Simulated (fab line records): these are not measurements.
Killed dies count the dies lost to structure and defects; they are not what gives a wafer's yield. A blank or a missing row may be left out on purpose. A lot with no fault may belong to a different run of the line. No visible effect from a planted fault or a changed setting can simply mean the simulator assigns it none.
What tool caused it? || flow sky130 || 14 lots with 42 wafers sampled at 3 steps, on a route of 708 steps

== WHAT THE GAUGES SHOWED, per wafer ==
SKY_VT_ADJUST_LVTN_OVL_MEAS_07.
{"lot": "L152", "measured": "day 7 01:03", "on": "overlay-01", "VT_ADJUST_LVTN_OVL (nm)": "-0.1 1.1 2.3"}
{"lot": "L153", "measured": "day 7 12:49", "on": "overlay-01", "VT_ADJUST_LVTN_OVL (nm)": "1.8 1.4 2.3"}
{"lot": "L154", "measured": "day 7 19:18", "on": "overlay-02", "VT_ADJUST_LVTN_OVL (nm)": "2.5 2.3 2.7"}
{"lot": "L155", "measured": "day 8 00:34", "on": "overlay-01", "VT_ADJUST_LVTN_OVL (nm)": "2.1 2.8 3.5"}
{"lot": "L157", "measured": "day 8 14:08", "on": "overlay-01", "VT_ADJUST_LVTN_OVL (nm)": "-0.8 -0.3 0.3"}
{"lot": "L159", "measured": "day 9 02:53", "on": "overlay-01", "VT_ADJUST_LVTN_OVL (nm)": "2.8 1.1 0.4"}
{"lot": "L160", "measured": "day 9 06:01", "on": "overlay-02", "VT_ADJUST_LVTN_OVL (nm)": "1.6 -0.4 -0.2"}
{"lot": "L164", "measured": "day 10 09:31", "on": "overlay-01", "VT_ADJUST_LVTN_OVL (nm)": "1.1 -1.5 -1.3"}
{"lot": "L165", "measured": "day 10 12:57", "on": "overlay-02", "VT_ADJUST_LVTN_OVL (nm)": "0.9 0.8 -1.1"}
{"lot": "L169", "measured": "day 12 04:06", "on": "overlay-02", "VT_ADJUST_LVTN_OVL (nm)": "3.2 2.5 0.3"}
{"lot": "L170", "measured": "day 12 07:07", "on": "overlay-02", "VT_ADJUST_LVTN_OVL (nm)": "-1.1 -0.8 1.3"}
{"lot": "L171", "measured": "day 12 11:46", "on": "overlay-01", "VT_ADJUST_LVTN_OVL (nm)": "-0.3 2.0 -0.5"}
{"lot": "L173", "measured": "day 12 22:30", "on": "overlay-02", "VT_ADJUST_LVTN_OVL (nm)": "1.6 -0.1 0.2"}
{"lot": "L174", "measured": "day 13 07:20", "on": "overlay-01", "VT_ADJUST_LVTN_OVL (nm)": "1.8 -0.5 -0.1"}

SKY_VT_ADJUST_HVTR_OVL_MEAS_08.
{"lot": "L152", "measured": "day 9 14:46", "on": "overlay-02", "VT_ADJUST_HVTR_OVL (nm)": "0.8 1.7 -0.5"}
{"lot": "L153", "measured": "day 10 02:49", "on": "overlay-02", "VT_ADJUST_HVTR_OVL (nm)": "-0.8 -1.2 -0.2"}
{"lot": "L154", "measured": "day 10 11:42", "on": "overlay-01", "VT_ADJUST_HVTR_OVL (nm)": "-0.9 -2.5 -0.8"}
{"lot": "L155", "measured": "day 10 17:31", "on": "overlay-01", "VT_ADJUST_HVTR_OVL (nm)": "-1.5 0.8 1.9"}
{"lot": "L157", "measured": "day 11 10:04", "on": "overlay-01", "VT_ADJUST_HVTR_OVL (nm)": "0.3 -0.1 0.5"}
{"lot": "L159", "measured": "day 11 22:55", "on": "overlay-02", "VT_ADJUST_HVTR_OVL (nm)": "-0.5 0.4 -2.0"}
{"lot": "L160", "measured": "day 12 02:43", "on": "overlay-02", "VT_ADJUST_HVTR_OVL (nm)": "1.2 1.1 -0.4"}
{"lot": "L164", "measured": "day 13 10:37", "on": "overlay-02", "VT_ADJUST_HVTR_OVL (nm)": "1.1 0.7 0.2"}
{"lot": "L165", "measured": "day 13 14:10", "on": "overlay-01", "VT_ADJUST_HVTR_OVL (nm)": "0.9 1.1 0.6"}
{"lot": "L169", "measured": "day 15 09:31", "on": "overlay-01", "VT_ADJUST_HVTR_OVL (nm)": "-1.1 -1.4 0.1"}
{"lot": "L170", "measured": "day 15 11:49", "on": "overlay-01", "VT_ADJUST_HVTR_OVL (nm)": "-0.4 -1.4 1.8"}
{"lot": "L171", "measured": "day 15 18:58", "on": "overlay-01", "VT_ADJUST_HVTR_OVL (nm)": "0.4 1.3 -1.8"}
{"lot": "L173", "measured": "day 16 06:39", "on": "overlay-02", "VT_ADJUST_HVTR_OVL (nm)": "0.2 -1.0 -1.0"}
{"lot": "L174", "measured": "day 16 14:25", "on": "overlay-02", "VT_ADJUST_HVTR_OVL (nm)": "-0.6 -2.8 -0.3"}

SKY_VT_ADJUST_HVTR_TW_MEAS_11.
{"lot": "L152", "measured": "day 9 15:02", "on": "film-metro-04", "VT_ADJUST_HVTR_TW": "206.5 205.9 206.6"}
{"lot": "L153", "measured": "day 10 03:05", "on": "film-metro-04", "VT_ADJUST_HVTR_TW": "207.1 205.4 206.0"}
{"lot": "L154", "measured": "day 10 12:01", "on": "film-metro-03", "VT_ADJUST_HVTR_TW": "211.9 212.1 212.0"}
{"lot": "L155", "measured": "day 10 17:49", "on": "film-metro-04", "VT_ADJUST_HVTR_TW": "207.1 207.0 207.1"}
{"lot": "L157", "measured": "day 11 10:21", "on": "film-metro-02", "VT_ADJUST_HVTR_TW": "210.1 209.8 209.4"}
{"lot": "L159", "measured": "day 11 23:11", "on": "film-metro-02", "VT_ADJUST_HVTR_TW": "210.5 210.0 211.4"}
{"lot": "L160", "measured": "day 12 03:00", "on": "film-metro-03", "VT_ADJUST_HVTR_TW": "210.2 210.3 211.0"}
{"lot": "L164", "measured": "day 13 10:53", "on": "film-metro-02", "VT_ADJUST_HVTR_TW": "211.1 211.3 211.4"}
{"lot": "L165", "measured": "day 13 14:27", "on": "film-metro-02", "VT_ADJUST_HVTR_TW": "210.5 209.9 210.1"}
{"lot": "L169", "measured": "day 15 09:48", "on": "film-metro-03", "VT_ADJUST_HVTR_TW": "212.0 212.5 211.0"}
{"lot": "L170", "measured": "day 15 12:07", "on": "film-metro-04", "VT_ADJUST_HVTR_TW": "205.8 205.9 206.5"}
{"lot": "L171", "measured": "day 15 19:15", "on": "film-metro-04", "VT_ADJUST_HVTR_TW": "205.7 205.8 206.1"}
{"lot": "L173", "measured": "day 16 06:56", "on": "film-metro-03", "VT_ADJUST_HVTR_TW": "212.3 210.7 211.6"}
{"lot": "L174", "measured": "day 16 14:41", "on": "film-metro-04", "VT_ADJUST_HVTR_TW": "206.6 207.7 208.2"}

== EACH LOT AND THE TOOL THAT RAN IT (in order: tool; ch and the chambers of the sampled wafers; start) ==
Record: no process step prior to these readings.

== AS READ BY THE TOOLS THEMSELVES (means over the sampled wafers that have a number; for cases with no such wafer, the mark the record gives instead) ==
The record holds no such reading with a usual standard deviation.

== THE ANSWER, worked out from the rows above alone ==
Rule: what is usual is taken from the lots themselves. The widest of any qualifying gaps counts: lots, ordered by their means at a reading, are off when they make up no more than a third of the lots, leave a main group of 4 or more, and stand apart from it by 3 or more times the standard deviation of that group's means. A main group is skipped when, at the precision printed for the reading in the tables above, its means are all equal. Also off: a lot with no number at a reading for which 4 or more lots have one. The other lots that the step has rows for count as sound. After the gauges, taken in route order, come the tools' own readings; for these a lot's mean is taken, as printed above. The first step at which some lot is off is used, and at that step the reading that is off furthest; a lot without a number counts as furthest.
None of the lots is off at any reading shown; this tells nothing.

== WHAT THE SIMULATOR HAD INSERTED ==
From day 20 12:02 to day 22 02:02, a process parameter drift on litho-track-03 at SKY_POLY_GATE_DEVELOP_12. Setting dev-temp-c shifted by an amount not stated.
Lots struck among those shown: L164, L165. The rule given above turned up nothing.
